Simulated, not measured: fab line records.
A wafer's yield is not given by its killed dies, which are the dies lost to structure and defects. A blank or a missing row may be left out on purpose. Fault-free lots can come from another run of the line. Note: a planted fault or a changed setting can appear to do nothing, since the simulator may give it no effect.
Which of the tools did it?	flow gf180mcu	36 wafers from 12 lots sampled at 6 of the route's 602 steps

WHAT EACH GAUGE READ, for each wafer
GF_HV_LDD_OVL_MEAS_32. Usual: HV_LDD_02_OVL typically reads 0.3 nm, with standard deviation 1.5.
lot	measured	on	HV_LDD_02_OVL (nm)	flag
L690	day 11 19:03	overlay-02	0.6 2.1 2.1	
L692	day 12 10:40	overlay-02	2.1 -1.4 0.7	
L694	day 12 20:00	overlay-02	0.3 1.1 0.0	
L695	day 13 06:04	overlay-02	1.5 0.2 1.0	
L697	day 13 21:32	overlay-02	-1.8 -0.9 -2.9	
L699	day 14 08:05	overlay-02	-1.5 -2.4 -0.5	
L702	day 15 07:37	overlay-01	0.5 1.5 2.8	
L709	day 17 18:17	overlay-02	1.1 -0.6 -2.1	
L710	day 18 03:39	overlay-02	2.2 3.2 2.9	
L711	day 18 10:02	overlay-01	-1.4 -1.1 -0.3	
L712	day 18 20:27	overlay-02	-1.9 0.0 -0.4	
L713	day 18 23:58	overlay-01	-1.2 0.3 0.8	

GF_HV_LDD_TW_MEAS_38. Usual: HV_LDD_3_TW typically reads 1432, with standard deviation 16.
lot	measured	on	HV_LDD_3_TW	flag
L690	day 11 19:47	film_metro-04	1438 1439 1431	
L692	day 12 11:24	film_metro-01	1418 1420 1415	
L694	day 12 20:44	film_metro-04	1437 1438 1439	
L695	day 13 06:48	film_metro-03	1453 1448 1454	
L697	day 13 22:17	film_metro-04	1426 1436 1434	
L699	day 14 08:49	film_metro-01	1349 1348 1347	OFF
L702	day 15 08:22	film_metro-01	1357 1351 1349	OFF
L709	day 17 19:01	film_metro-01	1412 1416 1420	
L710	day 18 04:23	film_metro-04	1432 1428 1427	
L711	day 18 10:47	film_metro-03	1453 1453 1456	
L712	day 18 21:11	film_metro-01	1419 1417 1414	
L713	day 19 00:43	film_metro-01	1414 1410 1417	

GF_HV_LDD_OVL_MEAS_47. Usual: HV_LDD_03_OVL typically reads -0.3 nm, with standard deviation 1.5.
lot	measured	on	HV_LDD_03_OVL (nm)	flag
L690	day 12 15:10	overlay-02	0.2 0.3 -0.2	
L692	day 13 07:16	overlay-02	-3.0 -3.5 -1.8	
L694	day 13 16:52	overlay-02	-1.2 0.1 -1.5	
L695	day 14 03:40	overlay-01	-0.8 -0.6 -0.2	
L697	day 14 19:10	overlay-02	-0.7 -2.4 -0.7	
L699	day 15 05:55	overlay-01	0.1 0.7 0.4	
L702	day 16 06:01	overlay-02	-3.2 -1.4 -1.0	
L709	day 18 18:51	overlay-02	-1.1 1.1 0.0	
L710	day 19 04:43	overlay-01	-1.9 -1.9 -1.1	
L711	day 19 11:47	overlay-02	0.3 2.8 1.3	
L712	day 19 21:37	overlay-02	-1.5 -0.7 -2.3	
L713	day 20 00:27	overlay-02	1.2 2.4 3.1	

GF_HV_LDD_RS_MEAS_53: measures by four-point-probe. Usual: HV_LDD_RS typically reads 418.8 ohm/sq, with standard deviation 1.
lot	measured	on	HV_LDD_RS (ohm/sq)	flag
L690	day 12 15:38	film_metro-04	417.5 418.2 418.2	
L692	day 13 07:46	film_metro-01	418.7 418.0 418.5	
L694	day 13 17:21	film_metro-03	418.4 419.3 419.2	
L695	day 14 04:08	film_metro-03	418.9 419.6 419.2	
L697	day 14 19:37	film_metro-03	418.6 419.6 419.1	
L699	day 15 06:24	film_metro-04	429.6 431.1 430.1	OFF
L702	day 16 06:30	film_metro-04	432.4 431.2 430.3	OFF
L709	day 18 19:21	film_metro-04	420.1 418.6 419.7	
L710	day 19 05:14	film_metro-04	419.3 419.7 420.1	
L711	day 19 12:15	film_metro-01	418.6 417.8 418.5	
L712	day 19 22:06	film_metro-01	417.4 417.0 416.6	
L713	day 20 00:57	film_metro-04	420.1 419.4 419.0	

WHAT TOOL EACH LOT RAN ON (gives the tool, then ch and the chambers of the sampled wafers, and finally the start)
lot	GF_HV_LDD_STRIP_22	GF_HV_LDD_IMPLANT_33
L690	plasma_asher-02 ch 0,1, day 11 00:27	implanter-03 ch 0, day 11 19:05
L692	plasma_asher-01 ch 0,1, day 11 16:05	implanter-02 ch 0, day 12 10:44
L694	plasma_asher-01 ch 0,1, day 12 00:26	implanter-02 ch 0, day 12 20:04
L695	plasma_asher-03 ch 0,1, day 12 10:16	implanter-02 ch 0, day 13 06:06
L697	plasma_asher-02 ch 0,1, day 13 01:06	implanter-02 ch 0, day 13 21:35
L699	plasma_asher-02 ch 0,1, day 13 11:47	implanter-02 ch 0, day 14 08:09
L702	plasma_asher-02 ch 0,1, day 14 10:38	implanter-02 ch 0, day 15 07:41
L709	plasma_asher-03 ch 0,1, day 16 19:11	implanter-02 ch 0, day 17 18:21
L710	plasma_asher-02 ch 0,1, day 17 04:29	implanter-01 ch 0, day 18 03:42
L711	plasma_asher-02 ch 0, day 17 10:20	implanter-03 ch 0, day 18 10:05
L712	plasma_asher-02 ch 0,1, day 17 20:41	implanter-03 ch 0, day 18 20:30
L713	plasma_asher-01 ch 0,1, day 18 00:17	implanter-02 ch 0, day 19 00:02
- GF_HV_LDD_STRIP_22: strips in O2/N2.
- GF_HV_LDD_IMPLANT_33

WHAT THE TOOLS THEMSELVES READ (means of the sampled wafers that have a number; where no wafer has one, the mark that the record gives instead)
GF_HV_LDD_STRIP_22. Usual: drypump_motor_current_A 5.78 A, standard deviation 0.26; heater_power_w 344 W, standard deviation 42; n2_flow_sccm 300.1 sccm, standard deviation 0.82; oes_product_au 0.716 a.u., standard deviation 0.0046; strip_time_to_endpoint_s 12.62 s, standard deviation 0.032.
lot	tool	drypump_motor_current_A (A)	heater_power_w (W)	n2_flow_sccm (sccm)	oes_product_au (a.u.)	strip_time_to_endpoint_s (s)	flag
L690	plasma_asher-02	5.81	387	299.8	0.722	12.59	
L692	plasma_asher-01	6.10	358	300.0	0.716	12.63	
L694	plasma_asher-01	5.84	341	299.2	0.718	12.59	
L695	plasma_asher-03	5.58	305	300.2	0.712	12.60	
L697	plasma_asher-02	5.79	356	299.7	0.718	12.66	
L699	plasma_asher-02	5.78	356	300.8	0.720	12.60	
L702	plasma_asher-02	5.81	378	299.8	0.716	12.63	
L709	plasma_asher-03	5.62	295	299.8	0.718	12.63	
L710	plasma_asher-02	5.82	377	299.9	0.710	12.67	
L711	plasma_asher-02	5.83	407	299.8	0.716	12.56	
L712	plasma_asher-02	5.79	346	300.3	0.718	12.60	
L713	plasma_asher-01	5.84	344	300.8	0.720	12.63	

GF_HV_LDD_IMPLANT_33. Usual: dose_ions_cm2 7.497e+12, standard deviation 8.5e+09; faraday_current_uA 42.2, standard deviation 0.91.
lot	tool	dose_ions_cm2	faraday_current_uA	flag
L690	implanter-03	7.502e+12	42.1	
L692	implanter-02	7.487e+12	41.4	
L694	implanter-02	7.506e+12	42.8	
L695	implanter-02	7.510e+12	41.3	
L697	implanter-02	7.487e+12	42.3	
L699	implanter-02	3.258e+12	18.4	OFF
L702	implanter-02	3.251e+12	18.1	OFF
L709	implanter-02	7.491e+12	42.0	
L710	implanter-01	7.495e+12	42.5	
L711	implanter-03	7.495e+12	41.3	
L712	implanter-03	7.485e+12	42.7	
L713	implanter-02	7.502e+12	42.5	

THE ANSWER, worked out from the rows above alone
Rule: a lot is off if the mean of its wafers that have a number lies more than 3 standard deviations from the usual mean. A lot without any number at a reading at which 4 lots or more have one is off too. All remaining lots with rows at the step are treated as sound. The gauges are gone through in route order, then the tools' own readings, and for those a lot's mean is taken as printed above. At the first step where some lot is off, the reading lying furthest off is the one used; lots without a number count as furthest.
Off: L699, L702, at GF_HV_LDD_TW_MEAS_38 (HV_LDD_3_TW).
A tool fits if, at a process step before that reading, it ran every lot that is off, and no sound lot after the first of them. The gauges at GF_HV_LDD_TW_MEAS_38 aren't tried: what is off there is off at GF_HV_LDD_RS_MEAS_53 too, on other tools, and a gauge's error can't cause that. Of those tried, none fits.

WHAT THE SIMULATOR PUT IN
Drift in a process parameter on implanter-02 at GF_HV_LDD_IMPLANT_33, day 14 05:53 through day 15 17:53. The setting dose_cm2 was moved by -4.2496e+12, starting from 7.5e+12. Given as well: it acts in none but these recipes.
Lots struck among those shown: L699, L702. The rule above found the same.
